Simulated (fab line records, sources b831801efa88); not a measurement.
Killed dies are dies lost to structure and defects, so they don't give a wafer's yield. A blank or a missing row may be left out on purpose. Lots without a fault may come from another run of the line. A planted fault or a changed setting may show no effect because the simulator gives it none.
A struck lot beside a sound one | flow gf180mcu | 17 steps out of a route of 602
Sound: wafers L977.1, L977.2, L977.3. Struck: wafers L986.2, L986.4, L986.5. The cause comes at the end.
At each step with rows: each side's tool, then ch and its chambers, then its first start. Under that, the readings that differ: sound wafers | struck wafers | difference of the means | sigmas: that difference in standard deviations of wafers without a fault.
alike: readings whose means differ by less than 2 such deviations, and words and numbers that are the same on both sides. not compared: withheld readings, readings that some wafer has no value for, bounds like >300 that may hide the same value, and numbers for which the record gives no deviation and whose values overlap.
The two part at a step that has a row with sigmas, a row that says differs or no value, or rows on one side only. Numbers that don't overlap but have no deviation are shown without sigmas and don't part them. A reading that every wafer of one side lacks parts them only if that side has two wafers or more.

GF_V3_BOW_MEAS_05:
  sound on film_metro-01, day 23 19:00; struck on film_metro-04, day 26 20:57
  reading     | sound       | struck      | difference | sigmas
  V3_BOW (um) | 148 130 129 | 120 106 111 | -23        | -3
then, 8 steps without rows for these wafers: GF_V3_DEHYDRATE_06 (time 60 s); GF_V3_HMDS_07 (prime time 60 s); GF_V3_COAT_08; GF_V3_COAT_09 (resist thk 1000 nm); GF_V3_SOFTBAKE_10 (time 60 s); GF_V3_EXPOSE_11 (exposes mask Via3, target cd 260 nm); GF_V3_PEB_12 (peb time 90 s); GF_V3_DEVELOP_13 (develop time 60 s).
GF_V3_CD_MEAS_14: target cd 260 nm.
  sound on cd_sem-02, day 24 17:54; struck on cd_sem-01, day 27 16:21
  alike: cd_nm
GF_V3_OVL_MEAS_15:
  sound on overlay-01, day 24 18:01; struck on overlay-01, day 27 16:28
  alike: V3_OVL
GF_V3_ETCH_16: etches BARC in N2/H2.
  sound on rie_diel-03 ch 0,1,2, day 24 18:04; struck on rie_diel-01 ch 0,1,2, day 27 16:29
  alike: bias_w, drypump_motor_current_A, oes_product_au, throttle_valve_pct
GF_V3_ETCH_17: etches SiO2 in C4F8/O2/Ar, stops on TiN, target depth 635 nm.
  sound on rie_diel-03 ch 0,1,2, day 24 18:00; struck on rie_diel-01 ch 0,1,2, day 27 16:00
  reading                                | sound             | struck            | difference | sigmas
  bias_w (W)                             | 1198 1204 1203    | 1423 1420 1422    | +220       | +67
  model.TiN_of_M3_SPUTTER_04.thk_nm (nm) | 49.08 48.92 50.08 | 47.93 47.35 48.56 | -1.41      |
  alike: oes_product_au
GF_V3_STRIP_18: strips in O2/N2.
  sound on plasma_asher-03 ch 0,1, day 24 18:11; struck on plasma_asher-03 ch 0,1, day 27 16:37
  alike: drypump_motor_current_A, heater_power_w, o2_flow_sccm, oes_product_au
  not compared: rf_hours_counter_h
GF_V3_STRIP_19: strips in post etch residue remover, time 1200 s.
  sound on wet_bench-03 ch 2, day 24 18:17; struck on wet_bench-04 ch 3, day 27 16:43
  reading                                | sound             | struck           | difference | sigmas
  model.TiN_of_M3_SPUTTER_04.thk_nm (nm) | 48.67 48.51 49.66 | 47.5 46.93 48.13 | -1.4       |
then, 1 step without rows for these wafers: GF_V3_CLEAN_20 (cleans in DIW).
GF_PASSIVATION_PROBE_99:
  the record has rows for the sound wafers here (prober-02, day 31 00:25) and none for the struck ones

WHERE THEY PART
First at GF_V3_BOW_MEAS_05; last, within this record, at GF_PASSIVATION_PROBE_99.

WHY: what the simulator had put in
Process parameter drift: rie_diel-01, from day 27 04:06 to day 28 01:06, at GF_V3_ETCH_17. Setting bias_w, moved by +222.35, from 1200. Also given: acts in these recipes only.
